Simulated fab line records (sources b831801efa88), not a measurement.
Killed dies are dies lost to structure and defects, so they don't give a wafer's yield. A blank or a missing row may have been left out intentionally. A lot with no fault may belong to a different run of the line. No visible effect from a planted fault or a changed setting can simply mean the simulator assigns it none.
Which of the tools did it? -- flow gf180mcu -- 12 lots, 36 wafers sampled, at 1 step of a route of 602

== WHAT EACH GAUGE READ, for each wafer ==
GF_CONTACT_BOW_MEAS_05.
lot,measured,on,CONTACT_BOW (um)
L075,day 15 12:14,film_metro-01,70 72 78
L077,day 15 23:50,film_metro-02,72 71 64
L079,day 16 18:10,film_metro-01,57 63 64
L081,day 17 14:18,film_metro-02,58 59 52
L083,day 18 05:53,film_metro-01,68 61 64
L085,day 19 02:47,film_metro-01,65 66 72
L087,day 19 13:19,film_metro-01,64 53 77
L089,day 20 20:32,film_metro-03,62 66 56
L091,day 21 18:22,film_metro-02,57 66 70
L093,day 22 11:52,film_metro-03,70 60 72
L094,day 22 14:43,film_metro-01,56 64 55
L097,day 23 09:49,film_metro-03,65 62 59

== EACH LOT AND THE TOOL THAT RAN IT (in order: tool; ch and the chambers of the sampled wafers; start) ==
Before these readings, the record contains no process step.

== THE ANSWER, worked out from the rows above alone ==
Rule: usual is defined by the lots themselves. Put in order of their means at a reading, lots are off if they are a third of the lots or fewer, leave a main group of 4 or more, and stand apart from it by a gap of 3 or more times the standard deviation of the main group's means; of several such gaps the widest counts. A main group is skipped when, at the precision printed for the reading in the tables above, its means are all equal. A lot without any number at a reading at which 4 lots or more have one is off too. The other lots that the step has rows for count as sound.
Across all readings shown, no lot is off: no conclusion can be drawn from this.

== WHAT THE SIMULATOR HAD INSERTED ==
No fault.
